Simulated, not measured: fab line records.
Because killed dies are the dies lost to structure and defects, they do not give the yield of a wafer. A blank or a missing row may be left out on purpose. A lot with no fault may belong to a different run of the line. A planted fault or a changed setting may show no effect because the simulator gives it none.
fab line records ; flow sky130
[record] lots = 6; wafers = 18; last-day = 50
route steps=708 shown LOCAL_INTERCONNECT@388 PAD_OPEN@708
lots with no fault: from the same line, run without faults
start-h: the number of hours between the record's first day and the start of the first shown wafer of the lot ; wait-h: hours since the lot's step before ; " repeats the value in the row above ; L1.1+2: a row that stands for several wafers ; - no value, or no start was given ; * or withheld: withheld ; < > ~ a bound
route shown NAME@n: NAME is a module with steps in the file, n the number in the route of the first one ; usual: average and standard deviation across the fault-free wafers ; same: alike in all rows ; chamber/n: place in a boat ; sites: per-site readings ; _std_site: the values' standard deviation ; _edge_site: outer sites' mean less inner sites' ; radius-mm: how far each site lies from the wafer's centre ; mask NAME#n: copy n ; behind: the tool/chamber that last shaped the wafer ; hold: the reason the lot was held/the length of the hold in hours/how it ended ; device: which transistor (n, p or np) failed to switch ; end of line: tests of these same wafers at the route's end ; where a step has no rows: the recipe by itself ; killed: dies that structure and defects cost at the first sort, which is not the same as the wafer's yield ; map: a wafer's dies, x killed, . not, _ none there
set.NAME: the run value of the setting; set.NAME@STEP: its run value at that earlier step ; model.NAME: the simulator's own value behind a step, which no gauge read
lots seen at some steps along the route; tables by step, rows by wafer
services: a tool's chamber out of use, with start hour (start-h, from the record's first day; less than 0 if before it), hours out, and reason
[[steps]]
[step SKY_LOCAL_INTERCONNECT_RS_MEAS_01]
[recipe] thk-meas-gauge = four-point-probe; reads = TiN_of_LOCAL_INTERCONNECT_SPUTTER_00
[usual] LOCAL_INTERCONNECT_TIN_RS = 14.17/0.17
lot.wafer;tool;chamber;start-h;wait-h;LOCAL_INTERCONNECT_TIN_RS[ohm/sq]
L243.1;film-metro-04;-;712.59;0.0;14.49
L243.4;film-metro-04;-;712.59;0.0;14.41
L243.5;film-metro-04;-;712.59;0.0;14.18
L248.1;film-metro-01;-;744.47;0.0;14.30
L248.2;film-metro-01;-;744.47;0.0;14.23
L248.3;film-metro-01;-;744.47;0.0;14.29
L249.4;film-metro-03;-;755.64;0.1;14.32
L249.5;film-metro-03;-;755.64;0.1;14.25
L249.6;film-metro-03;-;755.64;0.1;14.24
L260.2;film-metro-04;-;842.74;0.1;14.25
L260.4;film-metro-04;-;842.74;0.1;14.16
L260.5;film-metro-04;-;842.74;0.1;14.53
L262.1;film-metro-04;-;853.72;0.0;14.27
L262.5;film-metro-04;-;853.72;0.0;14.29
L262.6;film-metro-04;-;853.72;0.0;14.14
L263.1;film-metro-01;-;857.84;0.0;14.27
L263.2;film-metro-01;-;857.84;0.0;14.14
L263.6;film-metro-01;-;857.84;0.0;14.28
[step SKY_LOCAL_INTERCONNECT_THK_MEAS_02]
[recipe] thk-meas-gauge = xrf; reads = TiN_of_LOCAL_INTERCONNECT_SPUTTER_00
[usual] LOCAL_INTERCONNECT_TIN_THK = 99.3/1.2
lot.wafer;tool;chamber;start-h;wait-h;LOCAL_INTERCONNECT_TIN_THK[nm]
L243.1;film-metro-04;-;712.71;0.1;97.4
L243.4;film-metro-04;-;712.71;0.1;98.3
L243.5;film-metro-04;-;712.71;0.1;99.3
L248.1;film-metro-01;-;744.59;0.1;98.8
L248.2;film-metro-01;-;744.59;0.1;98.7
L248.3;film-metro-01;-;744.59;0.1;98.9
L249.4;film-metro-03;-;755.73;0.1;97.6
L249.5;film-metro-03;-;755.73;0.1;97.9
L249.6;film-metro-03;-;755.73;0.1;98.1
L260.2;film-metro-04;-;842.85;0.1;99.5
L260.4;film-metro-04;-;842.85;0.1;99.7
L260.5;film-metro-04;-;842.85;0.1;97.4
L262.1;film-metro-04;-;853.84;0.1;99.5
L262.5;film-metro-04;-;853.84;0.1;99.1
L262.6;film-metro-04;-;853.84;0.1;99.5
L263.1;film-metro-01;-;857.96;0.1;98.6
L263.2;film-metro-01;-;857.96;0.1;99.2
L263.6;film-metro-01;-;857.96;0.1;98.2
[step SKY_LOCAL_INTERCONNECT_DEHYDRATE_03]
[recipe] temp-c = 200; time-s = 60
[step SKY_LOCAL_INTERCONNECT_HMDS_04]
[recipe] prime-time-s = 60; prime-temp-c = 120
[step SKY_LOCAL_INTERCONNECT_COAT_05]
[recipe] resist = BARC; temp-c = withheld; time-s = withheld; spin-rpm = 3000; resist-thk-nm = 59.36
[step SKY_LOCAL_INTERCONNECT_COAT_06]
[recipe] resist = KrF-thick; spin-rpm = 3000; resist-thk-nm = 450
[step SKY_LOCAL_INTERCONNECT_SOFTBAKE_07]
[recipe] temp-c = 100; time-s = 90; resist = KrF-thick
[step SKY_LOCAL_INTERCONNECT_EXPOSE_08]
[recipe] mask-id = LI1M; na = 0.8; source-shape = annular; sigma-inner = 0.55; sigma-outer = 0.85; target-cd-nm = 170; dose-mj = 28
[step SKY_LOCAL_INTERCONNECT_PEB_09]
[recipe] peb-temp-c = withheld; peb-time-s = withheld; resist = KrF-thick
[step SKY_LOCAL_INTERCONNECT_DEVELOP_10]
[recipe] develop-time-s = 60; resist = KrF-thick; dev-temp-c = 21
[step SKY_LOCAL_INTERCONNECT_CD_MEAS_11]
[recipe] target-cd-nm = 170
[usual] cd-nm = 169.5/1.2
lot.wafer;tool;chamber;start-h;wait-h;cd-nm
L243.1;cd-sem-02;-;739.59;-;169.4
L243.4;cd-sem-02;-;739.59;-;171.0
L243.5;cd-sem-02;-;739.59;-;170.8
L248.1;cd-sem-02;-;771.29;-;172.2
L248.2;cd-sem-02;-;771.29;-;170.9
L248.3;cd-sem-02;-;771.29;-;171.7
L249.4;cd-sem-02;-;781.61;-;170.4
L249.5;cd-sem-02;-;781.61;-;168.7
L249.6;cd-sem-02;-;781.61;-;168.1
L260.2;cd-sem-01;-;867.76;-;169.0
L260.4;cd-sem-01;-;867.76;-;170.3
L260.5;cd-sem-01;-;867.76;-;167.8
L262.1;cd-sem-01;-;878.94;-;171.4
L262.5;cd-sem-01;-;878.94;-;170.3
L262.6;cd-sem-01;-;878.94;-;171.8
L263.1;cd-sem-01;-;883.44;-;169.0
L263.2;cd-sem-01;-;883.44;-;169.0
L263.6;cd-sem-01;-;883.44;-;168.5
[step SKY_LOCAL_INTERCONNECT_OVL_MEAS_12]
[usual] LOCAL_INTERCONNECT_OVL = -3/5
lot.wafer;tool;chamber;start-h;wait-h;LOCAL_INTERCONNECT_OVL[nm]
L243.1;overlay-02;-;739.71;0.1;-7
L243.4;overlay-02;-;739.71;0.1;-11
L243.5;overlay-02;-;739.71;0.1;-17
L248.1;overlay-02;-;771.41;0.1;-10
L248.2;overlay-02;-;771.41;0.1;-1
L248.3;overlay-02;-;771.41;0.1;-6
L249.4;overlay-01;-;781.69;0.1;1
L249.5;overlay-01;-;781.69;0.1;-2
L249.6;overlay-01;-;781.69;0.1;-3
L260.2;overlay-01;-;867.87;0.1;-3
L260.4;overlay-01;-;867.87;0.1;-1
L260.5;overlay-01;-;867.87;0.1;-4
L262.1;overlay-01;-;879.06;0.1;-4
L262.5;overlay-01;-;879.06;0.1;-9
L262.6;overlay-01;-;879.06;0.1;-8
L263.1;overlay-01;-;883.56;0.1;-2
L263.2;overlay-01;-;883.56;0.1;-3
L263.6;overlay-01;-;883.56;0.1;-2
[step SKY_LOCAL_INTERCONNECT_ETCH_13]
[recipe] chemistry = N2/H2; target = BARC; ion-energy-ev = 200; bias-w = 100; pressure-mtorr = 30; n2-flow-sccm = 100; h2-flow-sccm = 200; icp-w = 500; stop-on = SiO2; time-s = 45.9; target-depth-a = 600
[usual] drypump-motor-current-A = 6.2/0.43; oes-product-au = 0.849/0.0049; throttle-valve-pct = 13.224/0.0089
[same] time-s = 45.9
lot.wafer;tool;chamber;start-h;wait-h;drypump-motor-current-A;oes-product-au;rf-hours-counter-h;throttle-valve-pct;model.KrF-thick_of_LOCAL_INTERCONNECT_COAT_06.thk-nm;model.etch.depth-nm;model.LOCAL_INTERCONNECT.cd-nm
L243.1;rie-metal-02;0;739.75;0.0;6.5;0.853;12;13.226;391.6;59.39;168.9
L243.4;rie-metal-02;1;739.75;0.0;6.1;0.848;-;13.230;391.9;59.18;170.9
L243.5;rie-metal-02;0;739.75;0.0;6.5;0.846;-;13.222;392.4;59.21;170.3
L248.1;rie-metal-03;0;771.45;0.0;5.4;0.816;12;13.225;403.5;55.41;175.9
L248.2;rie-metal-03;1;771.45;0.0;6.3;0.827;7;13.226;402.1;56.63;174.3
L248.3;rie-metal-03;1;771.45;0.0;6.3;0.834;-;13.204;402.6;56.69;174.5
L249.4;rie-metal-03;1;781.73;0.0;6.3;0.821;-;13.235;406.2;56.51;173.6
L249.5;rie-metal-03;0;781.73;0.0;5.4;0.813;-;13.226;406.3;55.27;171.5
L249.6;rie-metal-03;1;781.73;0.0;6.3;0.821;-;13.225;405.6;56.17;171
L260.2;rie-metal-02;0;867.90;0.0;6.6;0.862;0;13.242;393.7;59.63;169.1
L260.4;rie-metal-02;0;867.90;0.0;6.6;0.847;-;13.229;391.8;59.71;170.3
L260.5;rie-metal-02;0;867.90;0.0;6.6;0.854;-;13.227;394.1;59.66;168.5
L262.1;rie-metal-02;1;879.10;0.0;6.1;0.848;2;13.221;395;59.47;172
L262.5;rie-metal-02;1;879.10;0.0;6.1;0.846;-;13.219;395.6;59.43;170.9
L262.6;rie-metal-02;0;879.10;0.0;6.5;0.843;-;13.218;395.5;59.45;172.4
L263.1;rie-metal-01;0;883.60;0.0;6.5;0.851;11;13.229;393.9;59.32;168.7
L263.2;rie-metal-01;0;883.60;0.0;6.5;0.851;-;13.215;393.4;59.39;168.2
L263.6;rie-metal-01;0;883.60;0.0;6.5;0.853;-;13.230;392.2;59.3;168.9
[step SKY_LOCAL_INTERCONNECT_METAL_ETCH_14]
[recipe] target-depth-nm = 110; stop-on = PSG; chemistry = Cl2/BCl3; target = TiN; resist-sidewall-deg = 88; pressure-mtorr = 10; icp-w = 900; bias-w = 48.5; Cl2_flow_sccm = 60; bcl3-flow-sccm = 30; time-s = 31.4
[usual] drypump-motor-current-A = 6.2/0.44; oes-product-au = 0.940/0.0074; throttle-valve-pct = 21.902/0.011
[same] time-s = 31.4
lot.wafer;tool;chamber;start-h;wait-h;drypump-motor-current-A;oes-product-au;rf-hours-counter-h;throttle-valve-pct;model.KrF-thick_of_LOCAL_INTERCONNECT_COAT_06.thk-nm;model.LOCAL_INTERCONNECT.cd-nm
L243.1;rie-metal-02;0;739.81;0.0;6.5;0.929;12;21.911;347;168.4
L243.4;rie-metal-02;1;739.81;0.0;6.1;0.930;-;21.919;347.3;170.1
L243.5;rie-metal-02;0;739.81;0.0;6.5;0.937;-;21.903;347.9;169.7
L248.1;rie-metal-03;0;771.51;0.0;5.4;0.375;12;22.264;359.8;175.5
L248.2;rie-metal-03;1;771.51;0.0;6.3;0.387;7;22.251;356.8;174.4
L248.3;rie-metal-03;1;771.51;0.0;6.3;0.387;-;22.232;357.8;174.4
L249.4;rie-metal-03;1;781.79;0.0;6.3;0.394;-;22.261;361.1;173.7
L249.5;rie-metal-03;0;781.79;0.0;5.4;0.383;-;22.263;362;170.4
L249.6;rie-metal-03;1;781.79;0.0;6.3;0.377;-;22.257;360.2;171
L260.2;rie-metal-02;0;867.96;0.0;6.5;0.934;0;21.896;349.7;169.3
L260.4;rie-metal-02;0;867.96;0.0;6.6;0.946;-;21.906;347.4;170.5
L260.5;rie-metal-02;0;867.96;0.0;6.5;0.930;-;21.903;349.9;169.1
L262.1;rie-metal-02;1;879.16;0.0;6.1;0.938;2;21.914;352;171.7
L262.5;rie-metal-02;1;879.16;0.0;6.1;0.938;-;21.919;352.6;170.8
L262.6;rie-metal-02;0;879.16;0.0;6.5;0.931;-;21.897;351.9;173
L263.1;rie-metal-01;0;883.72;0.1;6.5;0.931;11;21.903;349.1;168.9
L263.2;rie-metal-01;0;883.72;0.1;6.5;0.946;-;21.901;348.6;168
L263.6;rie-metal-01;0;883.72;0.1;6.6;0.932;-;21.902;347.7;169
[step SKY_LOCAL_INTERCONNECT_STRIP_15]
[recipe] chemistry = O2/N2; power-w = 1400; pressure-mtorr = 1500; platen-temp-c = withheld; o2-flow-sccm = 3000; n2-flow-sccm = 300; overash-fraction = 0.5
[usual] drypump-motor-current-A = 5.6/0.41; oes-product-au = 0.427/0.0042; strip-time-to-endpoint-s = 4.708/0.02
lot.wafer;tool;chamber;start-h;wait-h;drypump-motor-current-A;oes-product-au;rf-hours-counter-h;strip-time-to-endpoint-s
L243.1;plasma-asher-02;0;739.86;0.0;5.9;0.428;64;4.697
L243.4;plasma-asher-02;0;739.86;0.0;5.9;0.432;-;4.698
L243.5;plasma-asher-02;1;739.86;0.0;5.9;0.427;-;4.706
L248.1;plasma-asher-02;0;771.56;0.0;5.9;0.434;67;4.826
L248.2;plasma-asher-02;1;771.56;0.0;5.9;0.427;67;4.798
L248.3;plasma-asher-02;0;771.56;0.0;5.9;0.433;-;4.811
L249.4;plasma-asher-01;1;781.85;0.1;5.2;0.442;-;4.850
L249.5;plasma-asher-01;1;781.85;0.1;5.2;0.429;-;4.840
L249.6;plasma-asher-01;0;781.85;0.1;5.5;0.431;-;4.828
L260.2;plasma-asher-02;1;868.01;0.0;5.9;0.423;77;4.712
L260.4;plasma-asher-02;0;868.01;0.0;5.9;0.429;-;4.720
L260.5;plasma-asher-02;0;868.01;0.0;5.9;0.420;-;4.715
L262.1;plasma-asher-01;1;879.21;0.0;5.2;0.426;114;4.770
L262.5;plasma-asher-01;1;879.21;0.0;5.2;0.431;-;4.754
L262.6;plasma-asher-01;0;879.21;0.0;5.5;0.427;-;4.741
L263.1;plasma-asher-02;1;883.82;0.1;5.9;0.422;79;4.720
L263.2;plasma-asher-02;0;883.82;0.1;5.9;0.428;79;4.719
L263.6;plasma-asher-02;0;883.82;0.1;6.0;0.419;-;4.703
[step SKY_LOCAL_INTERCONNECT_STRIP_16]
[recipe] chemistry = post-etch-residue-remover; time-s = 1200; temp-c = 72.5
[step SKY_PAD_OPEN_PROBE_99]
[usual] killed_at_M0_to_M3 = 43/6.8; killed_at_M4_up = 3.1/1.6; killed-at-contacts = 24/5.4; killed-at-front-end = 16/4.4; killed-at-other = 0.2/0.48; killed-dies = 87/8.8; killed-on-rim = 17/3.4; killed-open = 48/6.4; killed-short = 39/6.2
[same] gross-dies = 492; killed-at-back-side = 0
lot.wafer;tool;chamber;start-h;wait-h;killed_at_M0_to_M3;killed_at_M4_up;killed-at-contacts;killed-at-front-end;killed-at-other;killed-dies;killed-on-rim;killed-open;killed-short
L243.1;prober-02;-;1101.12;0.1;43;4;23;12;0;82;13;42;40
L243.4;prober-02;-;1101.27;0.2;46;4;31;12;1;94;19;52;42
L243.5;prober-02;-;1101.32;0.2;43;2;18;16;1;80;20;40;40
L248.1;prober-01;-;1124.88;0.1;41;3;427;21;0;492;96;48;46
L248.2;prober-01;-;1124.93;0.1;37;3;423;19;0;482;94;50;45
L248.3;prober-01;-;1124.98;0.2;43;4;426;11;0;484;96;38;42
L249.4;prober-02;-;1135.02;0.2;44;3;426;17;1;491;96;49;36
L249.5;prober-02;-;1135.07;0.2;44;5;424;16;0;489;96;55;41
L249.6;prober-02;-;1135.12;0.2;37;6;426;16;0;485;96;50;44
L260.2;prober-02;-;1195.30;0.1;52;1;19;23;0;95;17;47;48
L260.4;prober-02;-;1195.40;0.2;48;1;24;17;0;90;7;58;32
L260.5;prober-02;-;1195.45;0.2;45;5;21;23;0;94;16;46;48
L262.1;prober-01;-;1198.98;0.1;40;2;23;18;0;83;20;45;38
L262.5;prober-01;-;1199.18;0.2;29;5;24;15;0;73;14;34;39
L262.6;prober-01;-;1199.23;0.2;30;1;32;10;0;73;15;42;31
L263.1;prober-02;-;1202.14;0.1;34;7;27;17;0;85;21;41;44
L263.2;prober-02;-;1202.19;0.1;44;4;24;15;0;87;18;48;39
L263.6;prober-02;-;1202.39;0.2;42;3;22;17;1;85;20;45;40
// killed by level:class
L243.1 METAL1:geometric-particle:short=10 CONTACT:geometric-particle:short=7 CONTACT:geometric-particle:open=7 VIA2:geometric-particle:open=7 LI_CONTACT:geometric-particle:open=6 VIA1:geometric-particle:open=6 VIA3:geometric-particle:open=6 POLY_GATE:geometric-particle:open=4
L243.4 CONTACT:geometric-particle:open=16 METAL1:geometric-particle:short=8 LI_CONTACT:geometric-particle:open=7 VIA3:geometric-particle:open=7 VIA1:geometric-particle:open=6 METAL3:geometric-particle:short=6 VIA1:geometric-particle:short=5 FIELD_ISO:geometric-particle:open=4
L243.5 METAL1:geometric-particle:short=10 LI_CONTACT:geometric-particle:open=9 VIA1:geometric-particle:open=7 VIA1:geometric-particle:short=6 FIELD_ISO:geometric-particle:open=5 CONTACT:geometric-particle:open=5 POLY_GATE:geometric-particle:short=4 METAL3:geometric-particle:short=4
L248.1 LOCAL_INTERCONNECT:area-etch=398 CONTACT:geometric-particle:open=9 VIA1:geometric-particle:open=9 POLY_GATE:geometric-particle:open=8 LOCAL_INTERCONNECT:geometric-particle:short=8 METAL1:geometric-particle:short=8 VIA2:geometric-particle:open=7 CONTACT:geometric-particle:short=6
L248.2 LOCAL_INTERCONNECT:area-etch=387 VIA1:geometric-particle:open=15 CONTACT:geometric-particle:open=10 CONTACT:geometric-particle:short=9 LOCAL_INTERCONNECT:geometric-particle:short=7 VIA2:geometric-particle:open=7 FIELD_ISO:geometric-particle:short=6 POLY_GATE:geometric-particle:short=5
L248.3 LOCAL_INTERCONNECT:area-etch=404 METAL1:geometric-particle:short=10 VIA3:geometric-particle:open=8 CONTACT:geometric-particle:open=6 LOCAL_INTERCONNECT:geometric-particle:short=5 VIA1:geometric-particle:open=5 FIELD_ISO:geometric-particle:short=4 LI_CONTACT:geometric-particle:open=4
L249.4 LOCAL_INTERCONNECT:area-etch=406 CONTACT:geometric-particle:open=10 VIA1:geometric-particle:open=10 VIA2:geometric-particle:open=8 VIA1:geometric-particle:short=7 FIELD_ISO:geometric-particle:short=5 FIELD_ISO:geometric-particle:open=5 CONTACT:geometric-particle:short=4
L249.5 LOCAL_INTERCONNECT:area-etch=393 VIA1:geometric-particle:open=15 CONTACT:geometric-particle:open=9 LOCAL_INTERCONNECT:geometric-particle:short=7 METAL2:geometric-particle:short=7 FIELD_ISO:geometric-particle:open=6 VIA2:geometric-particle:open=6 CONTACT:geometric-particle:short=5
L249.6 LOCAL_INTERCONNECT:area-etch=391 VIA1:geometric-particle:open=13 CONTACT:geometric-particle:open=12 LOCAL_INTERCONNECT:geometric-particle:short=10 VIA3:geometric-particle:open=6 FIELD_ISO:geometric-particle:open=5 LI_CONTACT:geometric-particle:open=5 METAL4:geometric-particle:short=5
L260.2 VIA1:geometric-particle:open=9 METAL2:geometric-particle:short=9 LI_CONTACT:geometric-particle:open=7 VIA1:geometric-particle:short=7 VIA3:geometric-particle:open=6 POLY_GATE:geometric-particle:short=5 POLY_GATE:geometric-particle:open=5 CONTACT:geometric-particle:open=5
L260.4 VIA1:geometric-particle:open=15 VIA3:geometric-particle:open=12 LI_CONTACT:geometric-particle:open=11 CONTACT:geometric-particle:open=9 METAL1:geometric-particle:short=6 FIELD_ISO:geometric-particle:open=5 FIELD_ISO:geometric-particle:short=5 POLY_GATE:geometric-particle:short=4
L260.5 VIA1:geometric-particle:open=15 METAL2:geometric-particle:short=8 POLY_GATE:geometric-particle:short=7 FIELD_ISO:geometric-particle:open=6 CONTACT:geometric-particle:open=6 FIELD_ISO:geometric-particle:short=5 VIA1:geometric-particle:short=5 CONTACT:geometric-particle:short=5
L262.1 LI_CONTACT:geometric-particle:open=8 FIELD_ISO:geometric-particle:open=6 VIA1:geometric-particle:open=6 METAL2:geometric-particle:short=6 LI_CONTACT:geometric-particle:short=5 CONTACT:geometric-particle:open=5 METAL3:geometric-particle:short=5 VIA3:geometric-particle:open=5
L262.5 LI_CONTACT:geometric-particle:open=7 CONTACT:geometric-particle:open=7 FIELD_ISO:geometric-particle:short=6 VIA2:geometric-particle:open=6 LOCAL_INTERCONNECT:geometric-particle:short=6 METAL1:geometric-particle:short=4 METAL2:geometric-particle:short=4 FIELD_ISO:geometric-particle:open=3
L262.6 CONTACT:geometric-particle:open=10 LI_CONTACT:geometric-particle:open=8 CONTACT:geometric-particle:short=7 VIA3:geometric-particle:open=6 VIA2:geometric-particle:open=5 LI_CONTACT:geometric-particle:short=4 VIA1:geometric-particle:open=4 METAL2:geometric-particle:short=4
L263.1 LI_CONTACT:geometric-particle:open=7 CONTACT:geometric-particle:open=7 VIA1:geometric-particle:open=6 METAL2:geometric-particle:short=6 POLY_GATE:geometric-particle:short=5 LI_CONTACT:geometric-particle:short=5 CONTACT:geometric-particle:short=5 METAL1:geometric-particle:short=5
L263.2 CONTACT:geometric-particle:open=11 VIA1:geometric-particle:open=10 METAL1:geometric-particle:short=6 VIA2:geometric-particle:open=6 VIA3:geometric-particle:open=5 LI_CONTACT:geometric-particle:short=4 CONTACT:geometric-particle:short=4 VIA1:geometric-particle:short=4
L263.6 METAL2:geometric-particle:short=11 VIA1:geometric-particle:open=9 LI_CONTACT:geometric-particle:open=8 CONTACT:geometric-particle:open=8 FIELD_ISO:geometric-particle:open=7 METAL1:geometric-particle:short=6 FIELD_ISO:geometric-particle:short=5 VIA1:geometric-particle:short=4
// map L248.1 (x killed, . not)
__________xxxxxxxxxx_________
________xxxxxxxxxxxxxx_______
______xxxxxxxxxxxxxxxxxx_____
_____xxxxxxxxxxxxxxxxxxxx____
____xxxxxxxxxxxxxxxxxxxxxx___
___xxxxxxxxxxxxxxxxxxxxxxxx__
__xxxxxxxxxxxxxxxxxxxxxxxxxx_
_xxxxxxxxxxxxxxxxxxxxxxxxxxxx
_xxxxxxxxxxxxxxxxxxxxxxxxxxxx
_xxxxxxxxxxxxxxxxxxxxxxxxxxxx
_xxxxxxxxxxxxxxxxxxxxxxxxxxxx
_xxxxxxxxxxxxxxxxxxxxxxxxxxxx
_xxxxxxxxxxxxxxxxxxxxxxxxxxxx
_xxxxxxxxxxxxxxxxxxxxxxxxxxxx
_xxxxxxxxxxxxxxxxxxxxxxxxxxxx
__xxxxxxxxxxxxxxxxxxxxxxxxxx_
___xxxxxxxxxxxxxxxxxxxxxxxx__
____xxxxxxxxxxxxxxxxxxxxxx___
_____xxxxxxxxxxxxxxxxxxxx____
______xxxxxxxxxxxxxxxxxx_____
________xxxxxxxxxxxxxx_______
__________xxxxxxxxxx_________
// map L249.4 (x killed, . not)
__________xxxxxxxxxx_________
________xxxxxxxxxxxxxx_______
______xxxxxxxxxxxxxxxxxx_____
_____xxxxxxxxxxxxxxxxxxxx____
____xxxxxxxxxxxxxxxxxxxxxx___
___xxxxxxxxxxxxxxxxxxxxxxxx__
__xxxxxxxxxxxxxxxxxxxxxxxxxx_
_xxxxxxxxxxxxxxxxxxxxxxxxxxxx
_xxxxxxxxxxxxxxxxxxxxxxxxxxxx
_xxxxxxxxxxxxxxxxxxxxxxxxxxxx
_xxxxxxxxxxxxxxxxxxxxxxxxxxxx
_xxxxxxxxxxxxxxxxxxxxxxxxxxxx
_xxxxxxxxxxxxxxxxxxxxxxxxxxxx
_xxxxxxxxxxxxxxx.xxxxxxxxxxxx
_xxxxxxxxxxxxxxxxxxxxxxxxxxxx
__xxxxxxxxxxxxxxxxxxxxxxxxxx_
___xxxxxxxxxxxxxxxxxxxxxxxx__
____xxxxxxxxxxxxxxxxxxxxxx___
_____xxxxxxxxxxxxxxxxxxxx____
______xxxxxxxxxxxxxxxxxx_____
________xxxxxxxxxxxxxx_______
__________xxxxxxxxxx_________
[[services]]
tool;chamber;start-h;hours;kind
rie-metal-01;1;719.49;23.5;repair
rie-metal-02;-;727.24;1.4;pm
rie-metal-03;-;731.74;2.8;pm
rie-metal-02;0;760.33;1.3;repair
plasma-asher-02;-;763.84;2.3;repair
plasma-asher-02;-;781.15;2.4;repair
rie-metal-01;-;811.77;2.8;pm
rie-metal-02;1;819.32;-;clean
rie-metal-02;1;819.32;12.7;scheduled-down
rie-metal-02;1;819.32;12.7;vent-cycle
rie-metal-03;-;825.80;2.1;repair
rie-metal-02;0;840.35;-;clean
rie-metal-02;0;840.35;21.1;scheduled-down
rie-metal-02;0;840.35;21.1;vent-cycle
rie-metal-01;1;873.87;-;clean
rie-metal-01;1;873.87;24.4;scheduled-down
rie-metal-01;1;873.87;24.4;vent-cycle
[[key]]
[first-sign] step = SKY_LOCAL_INTERCONNECT_ETCH_13; reading = oes-product-au; direction = down; sigmas = 5.6; usual = 0.849; struck = 0.822
[effect] step = SKY_LOCAL_INTERCONNECT_METAL_ETCH_14; reading = oes-product-au; direction = down; sigmas = 75; usual = 0.940; struck = 0.384
[effect] step = SKY_LOCAL_INTERCONNECT_STRIP_15; reading = strip-time-to-endpoint-s; direction = up; sigmas = 5.9; usual = *; struck = *
[effect] step = SKY_PAD_OPEN_PROBE_99; reading = killed-at-contacts; direction = up; sigmas = 74; usual = 24; struck = 425
[model-effect] step = SKY_LOCAL_INTERCONNECT_ETCH_13; value = KrF-thick_of_LOCAL_INTERCONNECT_COAT_06.thk-nm; without = 391.4; struck = 404.4
[model-effect] step = SKY_LOCAL_INTERCONNECT_METAL_ETCH_14; value = KrF-thick_of_LOCAL_INTERCONNECT_COAT_06.thk-nm; without = 346.6; struck = 359.6
[more-kills-born-at] SKY_LOCAL_INTERCONNECT_ETCH_13@rie-metal-03 = 2379
met-at SKY_LOCAL_INTERCONNECT_ETCH_13
struck-wafers L248.1,L248.2,L248.3,L249.4,L249.5,L249.6
later-rows-left-out L248.1,L248.2,L248.3,L249.4,L249.5,L249.6
tester-left-out L248,L249
[fault] kind = process-parameter-drift; tool = rie-metal-03; chamber = -; onset-h = 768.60; steps = SKY_LOCAL_INTERCONNECT_ETCH_13; channel = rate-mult; offset = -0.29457; shape = step; end-h = 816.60
// tester-left-out: of these lots the tester's yield and bins aren't shown, on N5 and GAA mostly nor the transistor test; their killed dies are dies lost to structure and defects alone, not to doping, threshold or leakage, so they don't give the yield
// later-rows-left-out: the simulator's readings of these wafers behind a module that went badly wrong aren't trusted and aren't shown, but for the sort
